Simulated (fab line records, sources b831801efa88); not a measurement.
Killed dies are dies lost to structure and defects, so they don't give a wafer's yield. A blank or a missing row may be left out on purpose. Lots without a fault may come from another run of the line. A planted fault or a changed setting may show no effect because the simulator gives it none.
One fault seen from 2 desks | flow gf180mcu | each desk has only its own numbers; what lay behind them comes last

THE METROLOGY DESK
What the gauges read, lot by lot, whatever tool the lot ran on: means of the sampled wafers that have a number. A lot is out of limits, marked OUT, if its mean lies more than 4 standard deviations from the usual mean; the brackets give that distance.
Columns: A = cd_nm at GF_V4_CD_MEAS_14, usual 260.2 nm; B = V4_W_RS at GF_V4_RS_MEAS_24, usual 0.329 ohm/sq
lot  | first seen here | A     | B
L472 | day 24 05:19    | 260.5 | 0.330
L473 | day 24 15:47    | 260.1 | 0.323
L474 | day 25 01:08    | 259.5 | 0.332
L475 | day 25 02:25    | 261.0 | 0.324
L477 | day 26 01:08    | 261.8 | 0.326
L478 | day 26 11:04    | 260.0 | 0.330
L482 | day 27 21:50    | 259.6 | 0.333
L484 | day 28 11:05    | 259.0 | 0.334
L487 | day 29 06:08    | 260.1 | 0.338
L489 | day 29 16:11    | 260.0 | 0.328
L492 | day 30 13:58    | 260.3 | 0.325
L493 | day 30 22:08    | 258.9 | 0.327
L494 | day 31 02:41    | 259.7 | 0.328
This desk's finding: nothing out of limits on any of the 13 lots.

THE TOOL OWNER'S DESK: litho_track-03
The tool's own readings at GF_PASSIVATION_DEVELOP_10 (develop time 60 s): means of the sampled wafers that have a number, for each lot that ran on this tool. A lot is out of limits, marked OUT, if its mean lies more than 4 standard deviations from the usual mean; the brackets give that distance.
Columns: A = developer_temp_C at GF_PASSIVATION_DEVELOP_10, usual 23.01 C; B = resist_line_temp_C at GF_PASSIVATION_DEVELOP_10, usual 23.00 C
lot  | first seen here | A               | B
L477 | day 30 09:00    | 23.01           | 22.98
L482 | day 31 23:00    | 20.51 (-23) OUT | 23.17
L484 | day 32 11:00    | 20.63 (-22) OUT | 22.92
This desk's finding: out of limits on L482, L484; first on L482, day 31 23:00 (developer_temp_C at GF_PASSIVATION_DEVELOP_10). In limits: L477.

PUT TOGETHER
The tool owner's desk could have raised an alarm at day 31 23:00, on L482, L484.
The metrology desk saw nothing out of limits.
The metrology desk has L482, L484 on record, within its limits.
Of the lots named, all ran GF_PASSIVATION_DEVELOP_10 on litho_track-03.

WHAT THE SIMULATOR HAD PUT IN
Process parameter drift: litho_track-03, from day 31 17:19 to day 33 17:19, at GF_PASSIVATION_DEVELOP_10. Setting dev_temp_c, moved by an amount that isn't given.
Lots struck among those shown: L482, L484.
Hours from the fault's start to each desk's first reading out of limits: the tool owner's desk, 6.
